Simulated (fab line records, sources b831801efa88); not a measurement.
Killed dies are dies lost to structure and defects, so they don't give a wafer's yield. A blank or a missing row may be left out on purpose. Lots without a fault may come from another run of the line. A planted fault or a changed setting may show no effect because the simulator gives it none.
Problem report in the 8D (eight disciplines) form, filled by code | flow gf180mcu | the parts of the form that need people (team, actions taken, sign-off) are left out

1. THE PROBLEM
cathode_dc_power_W at GF_V5_SPUTTER_21 reads a mean of 2244.6 W on 6 wafers of 2 lots; wafers without a fault read 2499.9 W with a standard deviation of 0.43. That is -99 or more standard deviations from the usual mean.
The step: material Ti, target thk 15 nm, time 80.02 s.
First seen on wafer L488.3, day 29 18:14, on pvd_sputter-01. The record holds 18 wafers of 6 lots with a number at this step. Rule for "out", or "out of limits": more than 4 standard deviations from the usual mean. The other wafers with a number count as sound.

2. WHAT IT IS AND WHAT IT IS NOT
question                    | is                     | is not
which readings at this step | cathode_dc_power_W     | -
which lots                  | L488, L492             | L496, L501, L502, L503
which wafers of those lots  | all that have a number | -
read on which tools         | pvd_sputter-01         | pvd_sputter-03
when                        | from day 29 18:14      | up to then (0 sound wafers); but 12 sound wafers of L496, L501, L502, L503 came after

3. SUSPECTS, AND WHAT RULES EACH OUT
Counting: a tool at a process step up to the reading stays a suspect if it ran every lot that is out and no sound lot after the first of them.
- plasma_asher-03 at GF_V5_STRIP_18 (strips in O2/N2): ruled out as a lasting fault. Sound lots L496, L502, L503 ran on it after its first lot that is out, L488 (day 29 17:44).
- pvd_sputter-01 at GF_V5_SPUTTER_21 (material Ti, target thk 15 nm, time 80.02 s): ruled out as a lasting fault. Sound lots L502 ran on it after its first lot that is out, L488 (day 29 18:14).
Left after counting: nothing in the record.

4. THE CAUSE (what the simulator had put in)
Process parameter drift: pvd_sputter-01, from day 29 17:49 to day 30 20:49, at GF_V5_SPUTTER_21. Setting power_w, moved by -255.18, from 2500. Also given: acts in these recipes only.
Counting ruled it out, wrongly.

5. THE CHAIN OF EFFECTS, in route order
Each row: a reading whose mean over the struck wafers that have a number lies more than 3 standard deviations from the usual. Only readings for which the record gives a usual standard deviation are gone through. hours: the time from each lot's start at the first step in this table that gives one to its start at this step, as a median over the lots. sigmas: the change in usual standard deviations.
hours | step             | reading            | usual    | on struck wafers | change | sigmas
0     | GF_V5_SPUTTER_21 | cathode_dc_power_W | 2499.9 W | 2244.6           | -255.3 | -99 or more
The process steps in it:
- GF_V5_SPUTTER_21: material Ti, target thk 15 nm, time 80.02 s.

6. WHAT WOULD HAVE CAUGHT IT SOONER
In this record the first reading out of limits was taken at day 29 18:14, 0 hours after the fault began at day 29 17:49.
